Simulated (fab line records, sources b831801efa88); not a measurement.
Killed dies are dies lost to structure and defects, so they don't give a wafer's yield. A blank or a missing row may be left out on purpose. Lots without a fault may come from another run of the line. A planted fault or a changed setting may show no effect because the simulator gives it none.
Split-lot experiment | flow sky130 | 5 lots, 23 wafers read, on a route of 708 steps

THE SPLIT
At SKY_POLY_GATE_CVD_03 (deposits Si3N4 from DCS/NH3, target thk 75 nm, time 1290 s), the setting pressure_mtorr was moved away from the recipe's 250 mTorr on 15 of the 23 wafers read, by -6.7% to +13.6%. The other wafers ran this setting at the recipe's value.

The file shows no step between the split and the reading.

THE READING
POLY_GATE_CVD_03_THK, in nm, at SKY_POLY_GATE_THK_MEAS_04. Fault-free wafers of this fab line usually give 75.1 nm, standard deviation 0.59 nm.

wafer  | tool, chamber at the split | pressure_mtorr as run, mTorr | against the recipe | POLY_GATE_CVD_03_THK, nm | against lot-mates on the recipe
L074.1 | -, -                       | 234.9                        | -6.0%              | 74.3                     | no lot-mate on the recipe
L074.2 | -, -                       | 234.9                        | -6.0%              | 74.4                     | no lot-mate on the recipe
L074.4 | -, -                       | 234.9                        | -6.0%              | 73.6                     | no lot-mate on the recipe
L074.5 | -, -                       | 234.9                        | -6.0%              | 73.8                     | no lot-mate on the recipe
L074.6 | -, -                       | 234.9                        | -6.0%              | 74.5                     | no lot-mate on the recipe
L078.1 | -, -                       | 284                          | +13.6%             | 78.6                     | no lot-mate on the recipe
L078.2 | -, -                       | 284                          | +13.6%             | 77.9                     | no lot-mate on the recipe
L078.3 | -, -                       | 284                          | +13.6%             | 78.4                     | no lot-mate on the recipe
L078.5 | -, -                       | 284                          | +13.6%             | 77.7                     | no lot-mate on the recipe
L078.6 | -, -                       | 284                          | +13.6%             | 78.0                     | no lot-mate on the recipe
L080.1 | lpcvd-02, 1                | 250                          | recipe             | 74.7                     | -
L080.3 | lpcvd-02, 1                | 250                          | recipe             | 74.5                     | -
L080.6 | lpcvd-02, 1                | 250                          | recipe             | 75.0                     | -
L082.1 | -, -                       | 250                          | recipe             | 74.7                     | -
L082.3 | -, -                       | 250                          | recipe             | 74.9                     | -
L082.4 | -, -                       | 250                          | recipe             | 74.8                     | -
L082.5 | -, -                       | 250                          | recipe             | 74.8                     | -
L082.6 | -, -                       | 250                          | recipe             | 75.2                     | -
L085.1 | -, -                       | 233.2                        | -6.7%              | 73.8                     | no lot-mate on the recipe
L085.2 | -, -                       | 233.2                        | -6.7%              | 73.8                     | no lot-mate on the recipe
L085.4 | -, -                       | 233.2                        | -6.7%              | 73.7                     | no lot-mate on the recipe
L085.5 | -, -                       | 233.2                        | -6.7%              | 73.5                     | no lot-mate on the recipe
L085.6 | -, -                       | 233.2                        | -6.7%              | 73.2                     | no lot-mate on the recipe

THE FIT
A straight line over all 23 wafers: POLY_GATE_CVD_03_THK changes by +0.214 nm for each +1% of pressure_mtorr; r = +0.98; the points scatter about the line by 0.37 nm.
Too few moved wafers have a lot-mate on the recipe to fit a line with each lot's own level taken away.

THE WHOLE CHAIN: every reading that the file lists as answering this split, in the file's order
step                      | what it does                                               | reading                                                                           | change (the file's fit)               | r (the file's)
SKY_POLY_GATE_CVD_03      | deposits Si3N4 from DCS/NH3, target thk 75 nm, time 1290 s | Si3N4_of_POLY_GATE_CVD_03.thk_nm (the simulator's own value, which no gauge read) | +0.212 nm for each +1% of the setting | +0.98
SKY_POLY_GATE_THK_MEAS_04 |                                                            | POLY_GATE_CVD_03_THK                                                              | +0.213 for each +1% of the setting    | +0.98

THE FILE'S OWN FIT
POLY_GATE_CVD_03_THK changes by +0.213 nm for each +1% of pressure_mtorr, r = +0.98.
